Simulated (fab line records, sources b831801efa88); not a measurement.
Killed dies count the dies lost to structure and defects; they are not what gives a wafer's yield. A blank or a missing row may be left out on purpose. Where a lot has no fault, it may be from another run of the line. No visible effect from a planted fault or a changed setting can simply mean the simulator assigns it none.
8D (eight disciplines) problem report, filled in by code / flow gf180mcu / the parts of the form that need people (team, actions taken, sign-off) are left out

== 1. THE PROBLEM ==
At GF_M4_METAL_ETCH_16, runLengthS averages 147.8 s over 6 wafers from 2 lots, while fault-free wafers read 153.2 s, standard deviation 0.49. That is -11 standard deviations from the usual mean.
The step: etches the open film in Cl2/BCl3, stops on SiO2, target depth 750.8 nm, time 125.1 s.
First seen on wafer L567.2, day 25 14:11, on rieMetal-01. The record holds 18 wafers of 6 lots with a number at this step. By rule, "out" or "out of limits" means more than 4 standard deviations away from the usual mean. The rest of the wafers with a number are treated as sound.

== 2. WHAT IT IS, AND WHAT IT ISN'T ==
question=which readings at this step | is=runLengthS | is not=drypumpMotorCurrentA
question=which lots | is=L567, L571 | is not=L563, L565, L580, L584
question=which wafers of those lots | is=all that have a number | is not=-
question=read on which tools | is=rieMetal-01 | is not=rieMetal-02, rieMetal-03
question=when | is=from day 25 14:11 | is not=up to then (6 sound wafers); but 6 sound wafers of L580, L584 came after

== 3. THE SUSPECTS, EACH WITH WHAT RULES IT OUT ==
Counting: any tool at a process step up to the reading is kept as a suspect provided that every lot that is out went through it and no sound lot did after the first of them.
- pvdSputter-01 at GF_M4_SPUTTER_04 (material TiN, target thk 50 nm, time 40.31 s): kept. It ran every lot that is out, first L567 (day 24 16:44), and no sound lot after that.
- rieMetal-01 at GF_M4_METAL_ETCH_16 (etches the open film in Cl2/BCl3, stops on SiO2, target depth 750.8 nm, time 125.1 s): kept. It ran every lot that is out, first L567 (day 25 14:11), and no sound lot after that; its last sound lot up to then is L565 (day 24 17:33). On those wafers its own readings are out: runLengthS.
Left after counting: pvdSputter-01 at GF_M4_SPUTTER_04, rieMetal-01 at GF_M4_METAL_ETCH_16.

== 4. THE CAUSE (what the simulator had put in) ==
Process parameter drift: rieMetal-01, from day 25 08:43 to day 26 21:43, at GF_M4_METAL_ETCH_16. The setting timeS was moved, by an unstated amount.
After counting, 2 suspects remain, this tool included.

== 5. THE CHAIN OF EFFECTS, in route order ==
One row per reading whose mean, taken over the struck wafers that have a number, lies over 3 standard deviations from the usual. Only readings whose record carries a usual standard deviation are examined. hours: median over the lots of the time between each lot's start at the first step of this table that gives one and its start at this step. sigmas: the change, counted in usual standard deviations.
hours=0; step=GF_M4_METAL_ETCH_16; reading=runLengthS; usual=153.2 s; on struck wafers=147.8; change=-5.4; sigmas=-11
It contains these process steps:
- GF_M4_METAL_ETCH_16: etches the open film in Cl2/BCl3, stops on SiO2, target depth 750.8 nm, time 125.1 s.

== 6. WHAT WOULD HAVE CAUGHT IT SOONER ==
In this record the first reading out of limits was taken at day 25 14:11, 5 hours after the fault began at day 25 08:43.
